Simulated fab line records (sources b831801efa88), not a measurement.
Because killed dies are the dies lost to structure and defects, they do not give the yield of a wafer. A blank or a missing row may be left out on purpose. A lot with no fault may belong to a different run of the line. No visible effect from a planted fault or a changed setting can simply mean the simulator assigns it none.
Comparing a struck lot with a sound one ; flow sky130 ; 15 steps out of a route of 708
Sound: these wafers, L216.2, L216.3, L216.6. Wafers L223.1, L223.2, L223.6 were the ones struck. The cause is given at the end.
For every step that has rows: the tool of each side, followed by ch and its chambers, followed by its first start. Under that, the readings that differ: sound wafers ; struck wafers ; difference of the means ; sigmas: that difference in standard deviations of wafers without a fault.
alike: readings with means less than 2 such deviations apart, plus words and numbers identical on both sides. not compared: withheld readings, readings lacking a value on some wafer, bounds such as >300 that could conceal the same value, and numbers that have no deviation in the record and whose values overlap.
A row with sigmas, a row that says differs or no value, or rows on one side alone: a step with any of these is where the two part. Numbers that have no deviation but don't overlap get no sigmas and don't part them. A reading missing from all wafers of one side parts the sides only when that side holds two or more wafers.

SKY_CAP2M_THK_MEAS_01:
  sound on filmMetro-01 at day 42 06:56; struck on filmMetro-01 at day 43 19:54
  alike: CAP2M_CVD_00_THK
SKY_CAP2M_SPUTTER_02: material TiN, target thk 200 nm, time 166.7 s.
  sound on pvdSputter-01 at day 42 06:59; struck on pvdSputter-01 at day 43 19:58
  alike: throttleValvePct
SKY_CAP2M_RS_MEAS_03: the measuring method here is four-point-probe.
  sound on filmMetro-01 at day 42 07:07; struck on filmMetro-04 at day 43 20:04
  alike: CAP2M_TIN_RS
SKY_CAP2M_THK_MEAS_04: measures by xrf.
  sound on filmMetro-01 at day 42 07:14; struck on filmMetro-04 at day 43 20:11
  alike: CAP2M_TIN_THK
then, 7 steps without rows for these wafers: SKY_CAP2M_DEHYDRATE_05 (time 60 s); SKY_CAP2M_HMDS_06 (prime time 60 s); SKY_CAP2M_COAT_07 (resist thk 1140 nm); SKY_CAP2M_SOFTBAKE_08 (time 60 s); SKY_CAP2M_EXPOSE_09 (exposes mask CAP2M, target cd 1000 nm); SKY_CAP2M_PEB_10; SKY_CAP2M_DEVELOP_11 (develop time 60 s).
SKY_CAP2M_OVL_MEAS_12:
  sound on overlay-01 at day 43 05:35; struck on overlay-02 at day 44 18:01
  alike: CAP2M_OVL
SKY_CAP2M_METAL_ETCH_13: etches TiN in Cl2/BCl3, stops on SiO2, target depth 220 nm, time 62.9 s.
  sound on rieMetal-03 ch 0,1, day 43 05:37; struck on rieMetal-01 ch 0,1, day 44 18:02
reading;sound;struck;difference;sigmas
chamberPressureMTorr (mTorr);10.005 10.003 10.006;12.008 12.009 12.009;+2.004;+99 or more
  alike: drypumpMotorCurrentA, oesProductAu, throttleValvePct
  not compared: rfHoursCounterH, model.SiO2_of_CAP2M_CVD_00.thkNm
SKY_CAP2M_STRIP_14: strips in O2/N2.
  sound on plasmaAsher-04 ch 0, day 43 05:41; struck on plasmaAsher-02 ch 0,1, day 44 18:07
reading;sound;struck;difference;sigmas
stripTimeToEndpointS (s);12.60 12.62 12.65;12.71 12.73 12.68;+0.08;+2
  alike: drypumpMotorCurrentA, oesProductAu
  not compared: rfHoursCounterH
-- the record jumps here: 4 days lie between the struck wafers' starts before and after (it left off in module CAP2M and takes up again in module PAD_OPEN, whose first step shown is number 708 of the route) --
SKY_PAD_OPEN_PROBE_99:
  sound on prober-01 at day 47 19:34; struck on prober-02 at day 49 04:28
  alike: defectLimitedYield, killed_at_M0_to_M3, killed_at_M4_up, killedAtContacts, killedAtFrontEnd, killedAtOther, killedDies, killedOpen, killedShort, sort_bin_3_pad_short, sort_bin_5_function, sort_bin_6_memory, sortNPass, sortYieldPct

## WHERE THEY PART
At SKY_CAP2M_METAL_ETCH_13 first; at SKY_CAP2M_STRIP_14 last (within this record only). Later steps at which nothing parts them and some readings are alike: SKY_PAD_OPEN_PROBE_99.

WHY: whatever the simulator had introduced
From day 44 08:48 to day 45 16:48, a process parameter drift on rieMetal-01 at SKY_CAP2M_METAL_ETCH_13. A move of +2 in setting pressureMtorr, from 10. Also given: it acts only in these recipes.
